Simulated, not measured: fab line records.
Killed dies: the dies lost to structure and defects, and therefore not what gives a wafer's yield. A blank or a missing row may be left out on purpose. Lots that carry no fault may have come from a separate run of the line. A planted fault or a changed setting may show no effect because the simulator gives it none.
Which tool was responsible?	flow sky130	Sampling: 6 lots, 18 wafers, 2 of 708 route steps

## WHAT EACH GAUGE READ, for each wafer
SKY_VT_ADJUST_NCORE_TW_MEAS_11.
lot	measured	on	VT_ADJUST_NCORE_TW
L321	day 9 17:56	filmMetro-04	216.3 217.0 217.3
L323	day 10 08:58	filmMetro-01	220.4 219.8 218.9
L325	day 10 21:37	filmMetro-03	221.4 219.2 220.2
L329	day 12 08:38	filmMetro-04	218.8 218.5 219.5
L331	day 12 20:37	filmMetro-01	218.9 218.9 219.2
L340	day 15 07:14	filmMetro-03	212.8 211.8 212.3

## WHICH TOOL RAN EACH LOT (tool, then ch and the chambers of the sampled wafers, then the start)
lot	SKY_VT_ADJUST_NCORE_IMPLANT_09
L321	implanter-02 ch 0, day 9 17:41
L323	implanter-02 ch 0, day 10 08:44
L325	implanter-02 ch 0, day 10 21:23
L329	implanter-04 ch 0, day 12 08:23
L331	implanter-02 ch 0, day 12 20:24
L340	implanter-04 ch 0, day 15 06:59
- SKY_VT_ADJUST_NCORE_IMPLANT_09

## THE ANSWER, worked out from the rows above alone
Rule: the usual values come from the lots themselves. Put in order of their means at a reading, lots are off if they are a third of the lots or fewer, leave a main group of 4 or more, and stand apart from it by a gap of 3 or more times the standard deviation of the main group's means; of several such gaps the widest counts. If all means in a main group match to the digits the tables above print for the reading, that group is not used. A lot without any number at a reading at which 4 lots or more have one is off too. All remaining lots with rows at the step are treated as sound.
Off: L340, at SKY_VT_ADJUST_NCORE_TW_MEAS_11 (VT_ADJUST_NCORE_TW). Mean 219.0 and standard deviation 1.2 in the main group.
If a tool, at a process step before that reading, ran all the lots that are off and no sound lot after the first of them, it fits. Gauges at SKY_VT_ADJUST_NCORE_TW_MEAS_11: tried the same way as those tools. This does not decide it: 2 tools fit, namely implanter-04 at SKY_VT_ADJUST_NCORE_IMPLANT_09 and filmMetro-03 at SKY_VT_ADJUST_NCORE_TW_MEAS_11.

## WHAT THE SIMULATOR HAD INSERTED
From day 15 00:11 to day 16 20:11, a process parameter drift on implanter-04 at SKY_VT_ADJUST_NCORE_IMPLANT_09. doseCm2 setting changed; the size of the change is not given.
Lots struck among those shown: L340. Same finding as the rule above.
